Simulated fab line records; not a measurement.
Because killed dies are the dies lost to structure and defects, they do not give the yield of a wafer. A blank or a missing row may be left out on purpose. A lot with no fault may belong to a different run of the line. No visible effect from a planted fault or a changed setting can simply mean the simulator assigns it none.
Which tool is to blame?	flow sky130	Sampling: 11 lots, 33 wafers, 5 of 708 route steps

WHAT THE GAUGES READ, wafer by wafer
The record lacks any reading of a measuring or inspecting step that a usual standard deviation could be used to judge.

TOOL THAT RAN EACH LOT (tool first, then ch and the chambers of the sampled wafers, then the start)
lot	SKY_METAL2_SPUTTER_00	SKY_METAL2_ETCH_18	SKY_VIA2_CVD_21	SKY_METAL3_METAL_ETCH_18	SKY_PAD_OPEN_PROBE_99
L945	pvd_sputter-01, day 33 21:59	rie_metal-03 ch 0, day 35 00:50	cvd_w-02 ch 0,1, day 36 05:09	rie_metal-03 ch 0,1, day 38 09:37	prober-01, day 45 14:45
L947	pvd_sputter-01, day 34 13:33	rie_metal-04 ch 0,1, day 35 15:44	cvd_w-02 ch 0,1, day 36 20:09	rie_metal-03 ch 0,1, day 39 00:44	prober-01, day 46 02:24
L948	pvd_sputter-01, day 35 00:53	rie_metal-01 ch 0, day 36 03:31	cvd_w-02 ch 1, day 37 07:20	rie_metal-02 ch 0, day 39 11:26	prober-02, day 46 11:16
L951	pvd_sputter-02, day 36 01:59	rie_metal-03 ch 0,1, day 37 04:15	cvd_w-01 ch 0,1, day 38 07:35	rie_metal-02 ch 0,1, day 40 10:59	prober-01, day 47 06:24
L952	pvd_sputter-02, day 36 10:00	rie_metal-04 ch 0,1, day 37 11:55	cvd_w-02 ch 1, day 38 15:15	rie_metal-02 ch 0, day 40 18:20	prober-02, day 47 13:13
L953	pvd_sputter-03, day 36 11:40	rie_metal-01 ch 0,1, day 37 13:14	cvd_w-02 ch 0,1, day 38 16:26	rie_metal-02 ch 0,1, day 40 19:15	prober-01, day 47 13:44
L956	pvd_sputter-02, day 37 20:20	rie_metal-04 ch 0,1, day 38 21:46	cvd_w-02 ch 0,1, day 40 00:56	rie_metal-02 ch 0,1, day 42 02:41	prober-02, day 48 16:06
L957	pvd_sputter-01, day 38 01:58	rie_metal-01 ch 0,1, day 39 02:41	cvd_w-02 ch 0,1, day 40 05:30	rie_metal-03 ch 0,1, day 42 06:02	prober-01, day 48 18:28
L966	pvd_sputter-02, day 40 18:22	rie_metal-04 ch 0,1, day 41 18:01	cvd_w-01 ch 0,1, day 42 19:17	rie_metal-03 ch 0,1, day 44 18:14	prober-02, day 50 15:54
L968	pvd_sputter-01, day 40 20:50	rie_metal-04 ch 1, day 41 21:04	cvd_w-01 ch 0,1, day 42 22:09	rie_metal-03 ch 1, day 44 19:58	prober-01, day 50 17:32
L967	pvd_sputter-03, day 40 23:40	rie_metal-04 ch 0,1, day 42 00:07	cvd_w-02 ch 0,1, day 43 01:30	rie_metal-03 ch 0,1, day 44 23:20	prober-02, day 50 22:25
- SKY_METAL2_SPUTTER_00: material Ti, target thk 15 nm, time 10 s.
- SKY_METAL2_ETCH_18: etches BARC in N2/H2, stops on SiO2, time 45.9 s, target depth 60 nm.
- SKY_VIA2_CVD_21: deposits W, target thk 420 nm, time 126.4 s.
- SKY_METAL3_METAL_ETCH_18: etches the open film in Cl2/BCl3, stops on SiO2, target depth 845 nm, time 183.1 s.
- SKY_PAD_OPEN_PROBE_99

WHAT THE TOOLS THEMSELVES READ (means of the sampled wafers that have a number; where no wafer has one, the mark that the record gives instead)
SKY_METAL2_SPUTTER_00. Usual: 29.2 % for throttle_valve_pct, sd 0.92.
lot	tool	throttle_valve_pct (%)	flag
L945	pvd_sputter-01	28.8	
L947	pvd_sputter-01	29.4	
L948	pvd_sputter-01	29.2	
L951	pvd_sputter-02	29.1	
L952	pvd_sputter-02	28.7	
L953	pvd_sputter-03	29.7	
L956	pvd_sputter-02	28.7	
L957	pvd_sputter-01	29.6	
L966	pvd_sputter-02	29.0	
L968	pvd_sputter-01	29.1	
L967	pvd_sputter-03	30.1	

SKY_METAL2_ETCH_18. Usual: drypump_motor_current_A 5.6 A, standard deviation 0.49; n2_flow_sccm 99.97 sccm, standard deviation 0.29; oes_product_au 0.856 a.u., standard deviation 0.0045; throttle_valve_pct 13.225 %, standard deviation 0.0091.
lot	tool	drypump_motor_current_A (A)	n2_flow_sccm (sccm)	oes_product_au (a.u.)	throttle_valve_pct (%)	flag
L945	rie_metal-03	5.3	99.69	0.861	13.227	
L947	rie_metal-04	5.3	99.82	0.858	13.227	
L948	rie_metal-01	5.3	99.94	0.852	13.224	
L951	rie_metal-03	5.6	99.74	0.850	13.218	
L952	rie_metal-04	5.3	100.24	0.859	13.225	
L953	rie_metal-01	6.0	99.88	0.852	13.230	
L956	rie_metal-04	5.6	100.06	0.856	13.221	
L957	rie_metal-01	5.7	100.01	0.853	13.208	
L966	rie_metal-04	5.6	99.93	0.854	13.225	
L968	rie_metal-04	5.0	99.50	0.856	13.228	
L967	rie_metal-04	5.3	99.95	0.860	13.220	

SKY_VIA2_CVD_21. Usual: chamber_pressure_Torr 39.98 Torr, standard deviation 0.084; heater_power_outer_w 548 W, standard deviation 66; heater_power_w 888 W, standard deviation 96.
lot	tool	chamber_pressure_Torr (Torr)	heater_power_outer_w (W)	heater_power_w (W)	flag
L945	cvd_w-02	39.96	602	965	
L947	cvd_w-02	40.05	606	957	
L948	cvd_w-02	39.99	557	920	
L951	cvd_w-01	39.93	512	811	
L952	cvd_w-02	40.01	550	918	
L953	cvd_w-02	39.98	606	976	
L956	cvd_w-02	39.89	602	965	
L957	cvd_w-02	40.00	604	972	
L966	cvd_w-01	40.04	478	779	
L968	cvd_w-01	39.99	454	763	
L967	cvd_w-02	39.93	578	944	

SKY_METAL3_METAL_ETCH_18. Usual: drypump_motor_current_A 5.8 A, standard deviation 0.38; mfc_cl2_sccm 60.03 sccm, standard deviation 0.19; oes_product_au 0.868 a.u., standard deviation 0.0054; throttle_valve_pct 22.263 %, standard deviation 0.009.
lot	tool	drypump_motor_current_A (A)	mfc_cl2_sccm (sccm)	oes_product_au (a.u.)	throttle_valve_pct (%)	flag
L945	rie_metal-03	5.9	60.02	0.866	22.260	
L947	rie_metal-03	5.9	60.00	0.862	22.279	
L948	rie_metal-02	5.7	60.11	0.870	22.267	
L951	rie_metal-02	5.8	60.08	0.868	22.268	
L952	rie_metal-02	5.7	60.00	0.870	22.264	
L953	rie_metal-02	5.8	59.84	0.860	22.257	
L956	rie_metal-02	5.7	59.73	0.866	22.271	
L957	rie_metal-03	5.9	60.07	0.869	22.267	
L966	rie_metal-03	5.9	59.97	0.874	22.259	
L968	rie_metal-03	6.1	59.97	0.863	22.264	
L967	rie_metal-03	5.6	60.07	0.875	22.248	

SKY_PAD_OPEN_PROBE_99. Usual: defect_limited_yield 82.4 %, standard deviation 1.8; killed_at_M0_to_M3 44, standard deviation 7; killed_at_M4_up 3.2, standard deviation 2; killed_at_contacts 25, standard deviation 5.3; killed_at_front_end 15, standard deviation 4.3; killed_at_other 0.3, standard deviation 0.54; killed_dies 86, standard deviation 8.7; killed_open 47, standard deviation 6.4; killed_short 39, standard deviation 5.6; sort_bin_3_pad_short 0.9 %, standard deviation 0.43; sort_bin_5_function 10.4 %, standard deviation 1.4; sort_bin_6_memory 6.3 %, standard deviation 1.2; sort_n_pass 406, standard deviation 8.7; sort_yield_pct 82.4 %, standard deviation 1.8.
lot	tool	defect_limited_yield (%)	killed_at_M0_to_M3	killed_at_M4_up	killed_at_contacts	killed_at_front_end	killed_at_other	killed_dies	killed_open	killed_short	sort_bin_3_pad_short (%)	sort_bin_5_function (%)	sort_bin_6_memory (%)	sort_n_pass	sort_yield_pct (%)	flag
L945	prober-01	83.1	41	3.0	19	20	0.3	83	48	35	0.8	10.7	5.5	409	83.1	
L947	prober-01	82.0	43	2.7	30	12	0.3	89	50	38	0.8	12.5	4.8	403	82.0	
L948	prober-02	82.0	45	4.0	25	13	1.0	89	43	44	1.3	11.2	5.5	403	82.0	
L951	prober-01	85.3	37	5.0	18	12	0.0	72	39	34	0.8	9.0	4.9	420	85.3	
L952	prober-02	83.6	43	5.0	18	14	0.3	81	46	35	0.5	9.5	6.4	411	83.6	
L953	prober-01	82.6	37	2.0	28	18	0.3	85	45	40	1.3	9.6	6.4	407	82.6	
L956	prober-02	82.3	44	3.3	21	17	0.7	87	46	40	1.2	10.9	5.6	405	82.3	
L957	prober-01	82.3	46	1.7	25	13	0.3	87	46	41	0.9	11.1	5.7	405	82.3	
L966	prober-02	82.2	46	3.3	23	15	0.3	88	43	45	1.1	10.6	6.2	404	82.2	
L968	prober-01	80.8	48	3.7	27	16	0.3	95	51	44	1.0	10.9	7.3	397	80.8	
L967	prober-02	82.9	40	3.3	26	14	0.7	84	45	38	1.1	9.8	6.1	408	82.9	

THE ANSWER, worked out from the rows above alone
Rule: take the mean of a lot's wafers that have a number; if it is more than 3 standard deviations from the usual mean, the lot is off. A lot without any number at a reading at which 4 lots or more have one is off too. All remaining lots with rows at the step are treated as sound. The gauges are gone through in route order, then the tools' own readings, and for those a lot's mean is taken as printed above. At the first step where some lot is off, the reading lying furthest off is the one used; lots without a number count as furthest.
None of the lots is off at any reading shown; this tells nothing.

WHAT THE SIMULATOR PUT IN
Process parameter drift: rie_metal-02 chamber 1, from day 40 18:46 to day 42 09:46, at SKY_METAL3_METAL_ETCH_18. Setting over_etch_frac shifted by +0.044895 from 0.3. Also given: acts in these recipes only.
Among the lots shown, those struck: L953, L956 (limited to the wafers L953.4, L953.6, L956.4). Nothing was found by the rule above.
